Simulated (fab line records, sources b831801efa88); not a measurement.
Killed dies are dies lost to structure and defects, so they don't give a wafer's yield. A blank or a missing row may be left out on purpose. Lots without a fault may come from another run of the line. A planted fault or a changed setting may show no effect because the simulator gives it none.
One fault seen from 2 desks | flow gf180mcu | each desk has only its own numbers; what lay behind them comes last

THE TOOL OWNER'S DESK: rie_si-02
The tool's own readings at GF_STI_ETCH_14 (etches Si in HBr/Cl2/O2, target depth 360 nm, time 102.9 s): means of the sampled wafers that have a number, for each lot that ran on this tool. A lot is out of limits, marked OUT, if its mean lies more than 4 standard deviations from the usual mean; the brackets give that distance.
Columns: A = HBr_flow_sccm at GF_STI_ETCH_14, usual 150.1 sccm; B = drypump_motor_current_A at GF_STI_ETCH_14, usual 5.7 A; C = oes_product_au at GF_STI_ETCH_14, usual 1.002 a.u.; D = run_length_s at GF_STI_ETCH_14, usual 131.2 s; E = throttle_valve_pct at GF_STI_ETCH_14, usual 25.656 %
lot  | first seen here | A     | B   | C     | D               | E
L936 | day 2 01:37     | 149.7 | 5.5 | 1.016 | 131.1           | 25.652
L939 | day 2 19:37     | 150.1 | 5.4 | 1.011 | 144.6 (+30) OUT | 25.645
L941 | day 3 02:31     | 150.0 | 5.8 | 0.999 | 143.8 (+29) OUT | 25.653
This desk's finding: out of limits on L939, L941; first on L939, day 2 19:37 (run_length_s at GF_STI_ETCH_14). In limits: L936.

THE METROLOGY DESK
What the gauges read, lot by lot, whatever tool the lot ran on: means of the sampled wafers that have a number. A lot is out of limits, marked OUT, if its mean lies more than 4 standard deviations from the usual mean; the brackets give that distance.
Columns: A = STI_OXIDATION_THK at GF_STI_THK_MEAS_02, usual 10.02 nm; B = STI_CVD_03_THK at GF_STI_THK_MEAS_04, usual 206.9 nm; C = cd_nm at GF_STI_CD_MEAS_12, usual 220.1 nm
lot  | first seen here | A     | B     | C
L936 | day 1 11:52     | 10.53 | 209.2 | 220.1
L939 | day 2 05:53     | 10.16 | 204.8 | 220.8
L941 | day 2 13:28     | 10.09 | 205.5 | 220.1
L942 | day 2 21:47     | 10.05 | 205.4 | 219.6
L956 | day 5 15:31     | 9.76  | 206.2 | 219.7
L958 | day 6 01:42     | 9.80  | 208.5 | 222.6
This desk's finding: nothing out of limits on any of the 6 lots.

PUT TOGETHER
The tool owner's desk could have raised an alarm at day 2 19:37, on L939, L941.
The metrology desk saw nothing out of limits.
The metrology desk has L939, L941 on record, within its limits.
Of the lots named, all ran GF_STI_ETCH_14 on rie_si-02.

WHAT THE SIMULATOR HAD PUT IN
Process parameter drift: rie_si-02, from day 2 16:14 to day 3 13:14, at GF_STI_ETCH_14. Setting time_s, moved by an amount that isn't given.
Lots struck among those shown: L939, L941.
Hours from the fault's start to each desk's first reading out of limits: the tool owner's desk, 3.
